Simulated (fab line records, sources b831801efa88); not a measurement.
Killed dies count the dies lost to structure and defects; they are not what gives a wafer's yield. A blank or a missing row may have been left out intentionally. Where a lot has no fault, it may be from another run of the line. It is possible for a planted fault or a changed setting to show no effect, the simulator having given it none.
The tool behind it: which one? :: flow gf180mcu :: 7 lots, 21 wafers sampled, at 3 steps of a route of 602

## WHAT THE GAUGES READ, wafer by wafer
GF_CONTACT_THK_MEAS_01.
lot: L179
measured: day 15 10:08
on: filmMetro-03
CONTACT_CVD_00_THK (nm): 308 304 304

lot: L183
measured: day 17 00:14
on: filmMetro-04
CONTACT_CVD_00_THK (nm): 301 301 296

lot: L186
measured: day 18 08:59
on: filmMetro-03
CONTACT_CVD_00_THK (nm): 301 300 298

lot: L189
measured: day 19 09:28
on: filmMetro-01
CONTACT_CVD_00_THK (nm): 298 300 297

lot: L191
measured: day 20 04:58
on: filmMetro-03
CONTACT_CVD_00_THK (nm): 293 296 294

lot: L200
measured: day 22 21:08
on: filmMetro-01
CONTACT_CVD_00_THK (nm): 299 303 302

## EACH LOT AND THE TOOL THAT RAN IT (in order: tool; ch and the chambers of the sampled wafers; start)
lot: L179
GF_HV_LDD_RTA_52: rtpAnneal-02 ch 0, day 12 15:34
GF_HV_LDD_ETCHBACK_58: rieDiel-03 ch 0,1,2, day 12 18:20

lot: L183
GF_HV_LDD_RTA_52: rtpAnneal-02 ch 0, day 14 03:20
GF_HV_LDD_ETCHBACK_58: rieDiel-03 ch 0,2,3, day 14 06:05

lot: L186
GF_HV_LDD_RTA_52: rtpAnneal-02 ch 0, day 15 09:12
GF_HV_LDD_ETCHBACK_58: rieDiel-01 ch 0,1,3, day 15 11:56

lot: L189
GF_HV_LDD_RTA_52: rtpAnneal-02 ch 0, day 16 08:23
GF_HV_LDD_ETCHBACK_58: rieDiel-01 ch 0,3, day 16 11:10

lot: L191
GF_HV_LDD_RTA_52: rtpAnneal-01 ch 0, day 17 01:50
GF_HV_LDD_ETCHBACK_58: rieDiel-03 ch 1,3, day 17 04:35

lot: L198
GF_HV_LDD_RTA_52: rtpAnneal-02 ch 0, day 18 23:38
GF_HV_LDD_ETCHBACK_58: rieDiel-03 ch 1,2,3, day 19 05:24

lot: L200
GF_HV_LDD_RTA_52: rtpAnneal-01 ch 0, day 19 17:40
GF_HV_LDD_ETCHBACK_58: rieDiel-02 ch 1,2, day 19 20:23
- GF_HV_LDD_RTA_52: time 10 s.
- GF_HV_LDD_ETCHBACK_58: etches Si3N4 in CH3F/O2, stops on SiO2, time 100 s, target depth 90 nm.

## THE ANSWER, worked out from the rows above alone
Rule: the lots themselves supply what counts as usual. The widest of any qualifying gaps counts: lots, ordered by their means at a reading, are off when they make up no more than a third of the lots, leave a main group of 4 or more, and stand apart from it by 3 or more times the standard deviation of that group's means. The tables above print the reading to a certain number of digits; a main group whose means all agree to those digits is not used. A lot without any number at a reading at which 4 lots or more have one is off too. Where the step has rows for the other lots, those lots are counted as sound.
No lot is off at any reading shown: from this, nothing can be told.

## WHAT WAS PUT IN BY THE SIMULATOR
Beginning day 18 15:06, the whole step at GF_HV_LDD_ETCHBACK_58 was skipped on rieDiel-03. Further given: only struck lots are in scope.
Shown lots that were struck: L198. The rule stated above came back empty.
